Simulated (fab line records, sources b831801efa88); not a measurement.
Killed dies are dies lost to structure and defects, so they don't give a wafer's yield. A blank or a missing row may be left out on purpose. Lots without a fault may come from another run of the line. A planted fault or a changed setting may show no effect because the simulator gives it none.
Which tool did it? | flow sky130 | 14 lots, 41 wafers sampled, at 5 steps of a route of 708

WHAT THE GAUGES READ, wafer by wafer
SKY_LI_CONTACT_RS_MEAS_22: measures by four-point-probe. Usual: LI_CONTACT_W_RS 0.284 ohm/sq, standard deviation 0.0053.
lot  | measured     | on            | LI_CONTACT_W_RS (ohm/sq) | flag
L326 | day 29 20:20 | film_metro-04 | 0.285 0.281 0.279        |
L327 | day 30 04:01 | film_metro-04 | 0.277 0.281 0.277        |
L328 | day 30 05:59 | film_metro-04 | 0.289 0.288 0.286        |
L330 | day 30 23:54 | film_metro-04 | 0.281 0.287 0.287        |
L331 | day 31 09:05 | film_metro-01 | 0.281 0.289 0.281        |
L332 | day 31 21:01 | film_metro-04 | 0.293 0.286 0.294        |
L333 | day 32 03:25 | film_metro-04 | 0.288 0.295 0.284        |
L334 | day 32 04:11 | film_metro-04 | 0.288 0.280 0.278        |
L335 | day 32 15:56 | film_metro-03 | 0.279 0.285 0.281        |
L338 | day 33 09:46 | film_metro-01 | 0.281 0.496 0.277        | OFF
L339 | day 33 18:49 | film_metro-04 | 0.279 0.482              | OFF
L345 | day 35 16:27 | film_metro-03 | 0.291 0.287 0.283        |
L347 | day 36 06:03 | film_metro-04 | 0.285 0.286 0.289        |
L348 | day 36 13:07 | film_metro-01 | 0.277 0.275 0.279        |

SKY_LI_CONTACT_THK_MEAS_23: measures by xrf. Usual: LI_CONTACT_W_THK 393 nm, standard deviation 7.8.
lot  | measured     | on            | LI_CONTACT_W_THK (nm) | flag
L326 | day 29 20:28 | film_metro-04 | 391 395 398           |
L327 | day 30 04:07 | film_metro-04 | 410 402 411           |
L328 | day 30 06:06 | film_metro-04 | 394 393 396           |
L330 | day 31 00:00 | film_metro-04 | 399 395 392           |
L331 | day 31 09:11 | film_metro-01 | 396 383 392           |
L332 | day 31 21:07 | film_metro-04 | 384 393 385           |
L333 | day 32 03:31 | film_metro-04 | 393 381 397           |
L334 | day 32 04:19 | film_metro-04 | 391 403 403           |
L335 | day 32 16:03 | film_metro-03 | 394 387 392           |
L338 | day 33 09:52 | film_metro-01 | 393 225 401           | OFF
L339 | day 33 18:56 | film_metro-04 | 400 233               | OFF
L345 | day 35 16:34 | film_metro-03 | 379 384 388           |
L347 | day 36 06:09 | film_metro-04 | 396 395 391           |
L348 | day 36 13:14 | film_metro-01 | 391 396 391           |

WHICH TOOL RAN EACH LOT (tool, then ch and the chambers of the sampled wafers, then the start)
lot  | SKY_SD_P_STRIP_10                    | SKY_LI_CONTACT_STRIP_16              | SKY_LI_CONTACT_CVD_21
L326 | plasma_asher-02 ch 0,1, day 26 05:05 | plasma_asher-01 ch 0,1, day 29 19:46 | cvd_w-01 ch 0,1, day 29 20:13
L327 | plasma_asher-02 ch 0,1, day 26 11:49 | plasma_asher-04 ch 0,1, day 30 03:24 | cvd_w-01 ch 0,1, day 30 03:54
L328 | plasma_asher-01 ch 0,1, day 26 14:32 | plasma_asher-01 ch 0,1, day 30 05:25 | cvd_w-02 ch 0,1, day 30 05:51
L330 | plasma_asher-02 ch 0,1, day 27 09:07 | plasma_asher-01 ch 0,1, day 30 23:18 | cvd_w-02 ch 0,1, day 30 23:47
L331 | plasma_asher-02 ch 0,1, day 27 17:58 | plasma_asher-04 ch 0,1, day 31 08:30 | cvd_w-02 ch 0,1, day 31 08:58
L332 | plasma_asher-01 ch 0,1, day 28 06:05 | plasma_asher-03 ch 0,1, day 31 20:25 | cvd_w-02 ch 0,1, day 31 20:52
L333 | plasma_asher-02 ch 0,1, day 28 13:59 | plasma_asher-03 ch 0,1, day 32 02:49 | cvd_w-02 ch 0,1, day 32 03:16
L334 | plasma_asher-01 ch 1, day 28 15:14   | plasma_asher-04 ch 0,1, day 32 03:37 | cvd_w-01 ch 0,1, day 32 04:04
L335 | plasma_asher-03 ch 0,1, day 29 02:50 | plasma_asher-01 ch 0,1, day 32 15:22 | cvd_w-01 ch 0,1, day 32 15:48
L338 | plasma_asher-03 ch 0,1, day 29 21:23 | plasma_asher-04 ch 0,1, day 33 09:10 | cvd_w-01 ch 0,1, day 33 09:37
L339 | plasma_asher-01 ch 0,1, day 30 06:59 | plasma_asher-03 ch 0, day 33 18:14   | cvd_w-01 ch 0,1, day 33 18:40
L345 | plasma_asher-03 ch 0,1, day 32 05:59 | plasma_asher-04 ch 0,1, day 35 15:52 | cvd_w-02 ch 0,1, day 35 16:19
L347 | plasma_asher-02 ch 0,1, day 32 20:46 | plasma_asher-04 ch 0,1, day 36 05:29 | cvd_w-02 ch 0,1, day 36 05:56
L348 | plasma_asher-03 ch 1, day 33 04:02   | plasma_asher-03 ch 0,1, day 36 12:34 | cvd_w-01 ch 0, day 36 12:59
- SKY_SD_P_STRIP_10: strips in O2/N2.
- SKY_LI_CONTACT_STRIP_16: strips in O2/N2.
- SKY_LI_CONTACT_CVD_21: deposits W, target thk 400 nm, time 120.56 s.

WHAT THE TOOLS THEMSELVES READ (means of the sampled wafers that have a number; where no wafer has one, the mark that the record gives instead)
SKY_SD_P_STRIP_10. Usual: chamber_pressure_mTorr 1499 mTorr, standard deviation 5.7; drypump_motor_current_A 5.7 A, standard deviation 0.31; oes_product_au 0.618 a.u., standard deviation 0.0042; strip_time_to_endpoint_s 17.50 s, standard deviation 0.041.
lot  | tool            | chamber_pressure_mTorr (mTorr) | drypump_motor_current_A (A) | oes_product_au (a.u.) | strip_time_to_endpoint_s (s) | flag
L326 | plasma_asher-02 | 1500                           | 5.5                         | 0.611                 | 17.46                        |
L327 | plasma_asher-02 | 1500                           | 5.6                         | 0.622                 | 17.54                        |
L328 | plasma_asher-01 | 1500                           | 5.8                         | 0.615                 | 17.53                        |
L330 | plasma_asher-02 | 1500                           | 5.6                         | 0.618                 | 17.47                        |
L331 | plasma_asher-02 | 1500                           | 5.5                         | 0.619                 | 17.48                        |
L332 | plasma_asher-01 | 1499                           | 5.6                         | 0.618                 | 17.50                        |
L333 | plasma_asher-02 | 1501                           | 5.5                         | 0.617                 | 17.52                        |
L334 | plasma_asher-01 | 1501                           | 6.0                         | 0.617                 | 17.53                        |
L335 | plasma_asher-03 | 1500                           | 6.1                         | 0.621                 | 17.55                        |
L338 | plasma_asher-03 | 1500                           | 6.0                         | 0.618                 | 17.55                        |
L339 | plasma_asher-01 | 1499                           | 5.7                         | 0.617                 | 17.45                        |
L345 | plasma_asher-03 | 1500                           | 6.1                         | 0.618                 | 17.55                        |
L347 | plasma_asher-02 | 1501                           | 5.5                         | 0.623                 | 17.50                        |
L348 | plasma_asher-03 | 1501                           | 6.2                         | 0.621                 | 17.48                        |

SKY_LI_CONTACT_STRIP_16. Usual: chamber_pressure_mTorr 1500.0 mTorr, standard deviation 1.2; drypump_motor_current_A 5.87 A, standard deviation 0.25; oes_product_au 0.376 a.u., standard deviation 0.0042; strip_time_to_endpoint_s 3.51 s, standard deviation 0.032.
lot  | tool            | chamber_pressure_mTorr (mTorr) | drypump_motor_current_A (A) | oes_product_au (a.u.) | strip_time_to_endpoint_s (s) | flag
L326 | plasma_asher-01 | 1500.5                         | 5.62                        | 0.376                 | 3.49                         |
L327 | plasma_asher-04 | 1500.3                         | 5.75                        | 0.377                 | 3.53                         |
L328 | plasma_asher-01 | 1498.9                         | 5.60                        | 0.373                 | 3.50                         |
L330 | plasma_asher-01 | 1498.5                         | 5.61                        | 0.381                 | 3.54                         |
L331 | plasma_asher-04 | 1499.6                         | 5.81                        | 0.371                 | 3.50                         |
L332 | plasma_asher-03 | 1499.6                         | 6.13                        | 0.379                 | 3.52                         |
L333 | plasma_asher-03 | 1499.8                         | 6.13                        | 0.372                 | 3.50                         |
L334 | plasma_asher-04 | 1500.8                         | 5.73                        | 0.381                 | 3.54                         |
L335 | plasma_asher-01 | 1500.6                         | 5.61                        | 0.378                 | 3.53                         |
L338 | plasma_asher-04 | 1501.1                         | 5.75                        | 0.377                 | 3.53                         |
L339 | plasma_asher-03 | 1499.5                         | 5.98                        | 0.374                 | 3.50                         |
L345 | plasma_asher-04 | 1498.8                         | 5.81                        | 0.376                 | 3.48                         |
L347 | plasma_asher-04 | 1500.3                         | 5.79                        | 0.376                 | 3.45                         |
L348 | plasma_asher-03 | 1500.7                         | 6.04                        | 0.377                 | 3.58                         |

SKY_LI_CONTACT_CVD_21. Usual: heater_power_w 850 W, standard deviation 77.
lot  | tool     | heater_power_w (W) | flag
L326 | cvd_w-01 | 838                |
L327 | cvd_w-01 | 832                |
L328 | cvd_w-02 | 886                |
L330 | cvd_w-02 | 899                |
L331 | cvd_w-02 | 817                |
L332 | cvd_w-02 | 886                |
L333 | cvd_w-02 | 882                |
L334 | cvd_w-01 | 831                |
L335 | cvd_w-01 | 835                |
L338 | cvd_w-01 | 851                |
L339 | cvd_w-01 | 836                |
L345 | cvd_w-02 | 819                |
L347 | cvd_w-02 | 901                |
L348 | cvd_w-01 | 815                |

THE ANSWER, worked out from the rows above alone
Rule: a lot is off if the mean of its wafers that have a number lies more than 3 standard deviations from the usual mean. A lot without any number at a reading at which 4 lots or more have one is off too. The other lots that the step has rows for count as sound. The gauges are gone through in route order, then the tools' own readings, and for those a lot's mean is taken as printed above. The first step at which some lot is off is used, and at that step the reading that is off furthest; a lot without a number counts as furthest.
Off: L338, L339, at SKY_LI_CONTACT_RS_MEAS_22 (LI_CONTACT_W_RS).
A tool fits if, at a process step before that reading, it ran every lot that is off, and no sound lot after the first of them. The gauges at SKY_LI_CONTACT_RS_MEAS_22 are tried like those tools. None of those tried fits.

WHAT THE SIMULATOR HAD PUT IN
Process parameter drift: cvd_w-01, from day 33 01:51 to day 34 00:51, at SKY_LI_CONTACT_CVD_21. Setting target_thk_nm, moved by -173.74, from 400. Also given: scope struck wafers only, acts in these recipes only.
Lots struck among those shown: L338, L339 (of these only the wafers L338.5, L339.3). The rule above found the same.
